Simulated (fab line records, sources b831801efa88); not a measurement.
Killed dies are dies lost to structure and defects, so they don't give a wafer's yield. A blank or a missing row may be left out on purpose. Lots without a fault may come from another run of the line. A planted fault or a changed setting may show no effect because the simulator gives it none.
Which tool did it? | flow gf180mcu | 7 lots, 21 wafers sampled, at 2 steps of a route of 602

WHAT THE GAUGES READ, wafer by wafer
GF_NSD_CD_MEAS_07: target cd 400 nm.
lot  | measured     | on        | cd_nm (nm)
L971 | day 13 21:05 | cd_sem-02 | 398.1 400.6 397.6
L975 | day 15 10:17 | cd_sem-01 | 401.5 401.3 399.8
L977 | day 16 01:50 | cd_sem-02 | 397.1 398.0 396.9
L979 | day 16 18:36 | cd_sem-02 | 395.4 397.1 397.2
L981 | day 17 13:47 | cd_sem-02 | 400.9 402.9 401.8
L987 | day 19 10:52 | cd_sem-01 | 402.5 402.7 401.5
L990 | day 20 12:02 | cd_sem-01 | 397.5 398.4 398.0

WHICH TOOL RAN EACH LOT (tool, then ch and the chambers of the sampled wafers, then the start)
lot  | GF_NSD_DEVELOP_06
L971 | litho_track-04 ch 0, day 13 20:56
L975 | litho_track-02 ch 0, day 15 10:08
L977 | litho_track-01 ch 0, day 16 01:41
L979 | litho_track-01 ch 0, day 16 18:26
L981 | litho_track-02 ch 0, day 17 13:38
L987 | litho_track-04 ch 0, day 19 10:44
L990 | litho_track-01 ch 0, day 20 11:53
- GF_NSD_DEVELOP_06: develop time 60 s.

THE ANSWER, worked out from the rows above alone
Rule: what is usual is taken from the lots themselves. Put in order of their means at a reading, lots are off if they are a third of the lots or fewer, leave a main group of 4 or more, and stand apart from it by a gap of 3 or more times the standard deviation of the main group's means; of several such gaps the widest counts. A main group whose means are all the same, to the digits that the tables above print for the reading, isn't used. A lot without any number at a reading at which 4 lots or more have one is off too. The other lots that the step has rows for count as sound.
No lot is off at any reading shown: from this, nothing can be told.

WHAT THE SIMULATOR HAD PUT IN
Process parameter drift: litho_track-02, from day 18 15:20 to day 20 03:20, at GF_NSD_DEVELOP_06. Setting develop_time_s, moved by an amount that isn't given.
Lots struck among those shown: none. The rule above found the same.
